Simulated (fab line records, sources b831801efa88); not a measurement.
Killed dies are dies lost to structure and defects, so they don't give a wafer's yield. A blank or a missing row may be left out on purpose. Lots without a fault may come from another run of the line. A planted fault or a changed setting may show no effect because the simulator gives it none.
fab line records | flow sky130
record lots=12 wafers=36 last_day=50
route steps=708 shown CAP2M@615 METAL4@630 VIA4@639
lots that met no fault: from a run of the same line without faults
start_h: hours from the record's first day to the start of the lot's first wafer shown | wait_h: hours since the lot's step before | " the same as in the row above | L1.1+2: a row that stands for several wafers | - no value, or no start given | * or withheld: withheld | < > ~ a bound
route shown NAME@n: a module of which the file shows steps, and the number in the route of the first | usual: mean/standard deviation of fault-free wafers | same: alike in all rows | chamber/n: place in a boat | sites: the reading at each site | _std_site: their standard deviation | _edge_site: outer sites' mean less inner sites' | radius_mm: how far each site lies from the wafer's centre | mask NAME#n: copy n | behind: the tool/chamber that last shaped the wafer | hold: why the lot was held/for how many hours/how that ended | device: the transistor (n, p or np) that didn't switch | end of line: the same wafers' tests at the end of the route | a step without rows: its recipe alone | killed: dies lost to structure and defects at the first sort, not the wafer's yield | map: a wafer's dies, x killed, . not, _ none there
set.NAME: the setting as run; set.NAME@STEP: as run at that earlier step | model.NAME: the simulator's own value behind a step, which no gauge read
steps of the route over a sample of lots; a table a step, a row a wafer
services: from which hour (start_h, from the record's first day; less than 0 if before it) a tool's chamber was out of use, for how many hours, and why
## steps
# step SKY_CAP2M_OVL_MEAS_12
# usual CAP2M_OVL=-1.4/1.6
# columns lot.wafer tool chamber start_h wait_h CAP2M_OVL[nm]
L890.1 overlay-01 - 953.63 0.1 -2.0
L890.4 " - " " -2.6
L890.5 " - " " -2.7
L891.1 overlay-02 - 965.47 0.1 1.1
L891.3 " - " " 2.1
L891.4 " - " " 0.4
L892.1 overlay-01 - 972.37 0.1 -1.2
L892.3 " - " " -0.1
L892.6 " - " " -0.7
L895.1 overlay-01 - 991.43 0.1 -0.2
L895.2 " - " " -1.3
L895.4 " - " " -1.4
L893.1 overlay-02 - 991.97 0.1 -1.4
L893.2 " - " " -1.1
L893.6 " - " " 0.3
L898.2 overlay-01 - 1012.08 0.1 -2.4
L898.3 " - " " -0.8
L898.5 " - " " -1.7
L899.1 overlay-01 - 1019.97 0.1 -1.9
L899.3 " - " " 0.0
L899.5 " - " " -0.8
L902.1 overlay-01 - 1041.12 0.1 -3.4
L902.2 " - " " -2.8
L902.4 " - " " -2.9
L903.1 overlay-02 - 1047.38 0.1 -1.9
L903.3 " - " " -2.0
L903.6 " - " " -0.5
L904.1 overlay-02 - 1050.58 0.1 0.6
L904.3 " - " " -1.3
L904.6 " - " " 0.3
L912.1 overlay-02 - 1102.42 0.1 -1.7
L912.3 " - " " -1.6
L912.6 " - " " -0.6
L913.2 overlay-01 - 1110.49 0.1 0.6
L913.3 " - " " -0.5
L913.4 " - " " -0.9
# step SKY_METAL4_OVL_MEAS_14
# usual METAL4_OVL=0/6.2
# columns lot.wafer tool chamber start_h wait_h METAL4_OVL[nm]
L890.1 overlay-01 - 979.00 0.1 3
L890.4 " - " " 6
L890.5 " - " " 5
L891.1 overlay-01 - 989.73 0.1 11
L891.3 " - " " 2
L891.4 " - " " 2
L892.1 overlay-02 - 997.09 0.1 -5
L892.3 " - " " -3
L892.6 " - " " -1
L895.1 overlay-02 - 1015.59 0.1 -8
L895.2 " - " " -7
L895.4 " - " " -3
L893.1 overlay-01 - 1016.40 0.1 12
L893.2 " - " " 10
L893.6 " - " " 10
L898.2 overlay-02 - 1035.71 0.1 7
L898.3 " - " " 5
L898.5 " - " " 7
L899.1 overlay-01 - 1043.84 0.1 -6
L899.3 " - " " -4
L899.5 " - " " -6
L902.1 overlay-02 - 1063.95 0.1 -3
L902.2 " - " " -4
L902.4 " - " " -3
L903.1 overlay-02 - 1070.23 0.1 4
L903.3 " - " " 5
L903.6 " - " " 1
L904.1 overlay-02 - 1073.23 0.1 -1
L904.3 " - " " -6
L904.6 " - " " -7
L912.1 overlay-01 - 1123.03 0.1 3
L912.3 " - " " 3
L912.6 " - " " 15
L913.2 overlay-01 - 1130.00 0.1 5
L913.3 " - " " 3
L913.4 " - " " 1
# step SKY_METAL4_DESCUM_15
# recipe chemistry=O2 source_power_w=150 bias_power_w=0 pressure_mtorr=10 temp_c=40 time_s=8
# usual drypump_motor_current_A=5.3/0.49 oes_product_au=1.004/0.0084
# columns lot.wafer tool chamber start_h wait_h drypump_motor_current_A oes_product_au rf_hours_counter_h
L890.1 rie_metal-02 1 979.04 0.0 5.9 0.992 10
L890.4 " 1 " " 5.9 1.001 -
L890.5 " 1 " " 5.9 1.008 -
L891.1 rie_metal-01 0 989.76 0.0 6.0 0.994 24
L891.3 " 1 " " 5.0 1.001 -
L891.4 " 0 " " 5.9 1.002 -
L892.1 rie_metal-02 1 997.13 0.0 5.9 1.003 11
L892.3 " 1 " " 5.9 1.009 -
L892.6 " 1 " " 5.9 1.006 -
L895.1 rie_metal-04 0 1015.63 0.0 5.0 1.006 16
L895.2 " 1 " " 4.7 0.995 14
L895.4 " 0 " " 4.9 0.993 -
L893.1 rie_metal-01 1 1016.44 0.0 5.0 0.996 20
L893.2 " 1 " " 5.0 0.993 -
L893.6 " 1 " " 5.0 0.994 -
L898.2 rie_metal-02 0 1035.74 0.0 5.3 0.986 7
L898.3 " 0 " " 5.3 1.003 -
L898.5 " 1 " " 5.9 1.004 -
L899.1 rie_metal-01 0 1043.88 0.0 5.9 1.007 0
L899.3 " 0 " " 6.0 1.008 -
L899.5 " 0 " " 5.9 1.004 -
L902.1 rie_metal-04 1 1063.99 0.0 4.7 0.999 17
L902.2 " 0 " " 4.9 0.998 18
L902.4 " 0 " " 4.9 0.996 -
L903.1 rie_metal-04 0 1070.27 0.0 4.9 1.004 19
L903.3 " 1 " " 4.7 1.016 -
L903.6 " 1 " " 4.7 1.007 -
L904.1 rie_metal-02 0 1073.27 0.0 5.3 1.013 10
L904.3 " 1 " " 5.9 1.021 -
L904.6 " 0 " " 5.3 0.999 -
L912.1 rie_metal-02 1 1123.07 0.0 5.9 1.021 21
L912.3 " 1 " " 5.9 1.007 -
L912.6 " 1 " " 5.9 1.016 -
L913.2 rie_metal-01 0 1130.04 0.0 6.0 1.009 -
L913.3 " 0 " " 6.0 1.006 -
L913.4 " 0 " " 6.0 1.019 -
# step SKY_VIA4_HDPCVD_00
# recipe material=SiO2 target_thk_nm=1750 sigma_open_frac=0.3 time_s=291.7 temp_c=400 sih4_flow_sccm=60 pressure_mtorr=6
# usual pressure_mtorr=6.000/0.011 run_length_s=319.5/0.6
# columns lot.wafer tool chamber start_h wait_h pressure_mtorr run_length_s
L890.1 hdpcvd-02 2 980.23 0.0 6.014 319.4
L890.4 " 0 " " 6.007 318.9
L890.5 " 1 " " 6.007 319.9
L891.1 hdpcvd-02 2 990.86 0.0 6.003 320.0
L891.3 " 0 " " 6.009 319.1
L891.4 " 2 " " 5.992 319.2
L892.1 hdpcvd-01 0 998.18 0.0 6.000 319.9
L892.3 " 1 " " 5.996 318.5
L892.6 " 2 " " 6.005 320.4
L895.1 hdpcvd-02 0 1016.56 0.0 5.998 319.0
L895.2 " 2 " " 5.996 319.1
L895.4 " 2 " " 5.992 319.6
L893.1 hdpcvd-01 2 1017.49 0.0 5.994 320.5
L893.2 " 1 " " 6.013 319.0
L893.6 " 1 " " 6.009 318.6
L898.2 hdpcvd-02 0 1036.87 0.0 6.008 319.3
L898.3 " 1 " " 6.003 320.0
L898.5 " 2 " " 5.982 319.6
L899.1 hdpcvd-01 1 1044.80 0.0 6.018 318.7
L899.3 " 2 " " 6.004 321.0
L899.5 " 2 " " 5.998 320.7
L902.1 hdpcvd-02 0 1064.91 0.0 6.022 319.2
L902.2 " 2 " " 5.984 319.3
L902.4 " 2 " " 6.020 319.8
L903.1 hdpcvd-01 1 1071.18 0.0 5.983 318.6
L903.3 " 2 " " 5.991 320.3
L903.6 " 1 " " 5.995 319.3
L904.1 hdpcvd-02 2 1074.18 0.0 5.978 334.5
L904.3 " 1 " " 6.009 319.3
L904.6 " 0 " " 6.017 319.4
L912.1 hdpcvd-01 2 1124.17 0.0 6.000 321.0
L912.3 " 1 " " 5.998 318.5
L912.6 " 2 " " 5.992 320.2
L913.2 hdpcvd-01 1 1131.08 0.0 5.995 319.3
L913.3 " 0 " " 5.990 319.8
L913.4 " 1 " " 5.991 318.4
# step SKY_VIA4_THK_MEAS_01
# recipe reads=SiO2_of_VIA4_HDPCVD_00
# usual VIA4_HDPCVD_THK=1746/19
# columns lot.wafer tool chamber start_h wait_h VIA4_HDPCVD_THK[nm]
L890.1 film_metro-03 - 980.41 0.1 1729
L890.4 " - " " 1765
L890.5 " - " " 1749
L891.1 film_metro-01 - 991.04 0.1 1735
L891.3 " - " " 1746
L891.4 " - " " 1746
L892.1 film_metro-02 - 998.36 0.1 1802
L892.3 " - " " 1758
L892.6 " - " " 1776
L895.1 film_metro-02 - 1016.74 0.1 1724
L895.2 " - " " 1717
L895.4 " - " " 1713
L893.1 film_metro-03 - 1017.67 0.1 1765
L893.2 " - " " 1755
L893.6 " - " " 1746
L898.2 film_metro-02 - 1037.06 0.1 1754
L898.3 " - " " 1749
L898.5 " - " " 1727
L899.1 film_metro-03 - 1045.07 0.2 1734
L899.3 " - " " 1733
L899.5 " - " " 1742
L902.1 film_metro-02 - 1065.09 0.1 1733
L902.2 " - " " 1730
L902.4 " - " " 1751
L903.1 film_metro-02 - 1071.36 0.1 1736
L903.3 " - " " 1766
L903.6 " - " " 1733
L904.1 film_metro-02 - 1074.36 0.1 1832
L904.3 " - " " 1738
L904.6 " - " " 1743
L912.1 film_metro-01 - 1124.35 0.1 1802
L912.3 " - " " 1745
L912.6 " - " " 1770
L913.2 film_metro-03 - 1131.27 0.1 1754
L913.3 " - " " 1767
L913.4 " - " " 1720
## services
# columns tool chamber start_h hours kind
hdpcvd-02 0 966.03 - clean
hdpcvd-02 1 966.03 - clean
hdpcvd-02 2 966.03 - clean
hdpcvd-01 - 966.16 2.0 repair
rie_metal-02 0 976.26 21.6 repair
rie_metal-04 - 991.72 2.8 pm
hdpcvd-02 0 996.71 4.5 repair
rie_metal-01 0 1004.23 - clean
rie_metal-01 0 1004.23 26.7 scheduled_down
rie_metal-01 0 1004.23 26.7 vent_cycle
rie_metal-01 0 1032.29 6.4 repair
hdpcvd-01 0 1032.65 19.8 repair
hdpcvd-02 - 1059.06 3.0 repair
hdpcvd-02 - 1066.02 3.0 repair
hdpcvd-02 2 1078.73 8.4 repair
rie_metal-01 1 1115.26 - clean
rie_metal-01 1 1115.26 - consumable_replace:focus_ring
rie_metal-01 1 1115.26 23.7 scheduled_down
rie_metal-01 1 1115.26 23.7 vent_cycle
hdpcvd-02 - 1127.78 6.0 pm
## key
first_sign step=SKY_VIA4_HDPCVD_00 reading=run_length_s direction=up sigmas=25 usual=* struck=*
effect step=SKY_VIA4_THK_MEAS_01 reading=VIA4_HDPCVD_THK direction=up sigmas=4.5 usual=1746 struck=1832
met_at SKY_VIA4_HDPCVD_00
struck_lots L904
struck_wafers L904.1
not_acting_at SKY_CAP2M_OVL_MEAS_12,SKY_METAL4_OVL_MEAS_14,SKY_METAL4_DESCUM_15
onset_between 1064.91 1074.18
fault kind=process_parameter_drift tool=hdpcvd-02 chamber=2 onset_h=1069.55 steps=SKY_VIA4_HDPCVD_00 channel=time_s offset=* shape=step end_h=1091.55 acts_in=* stated=*
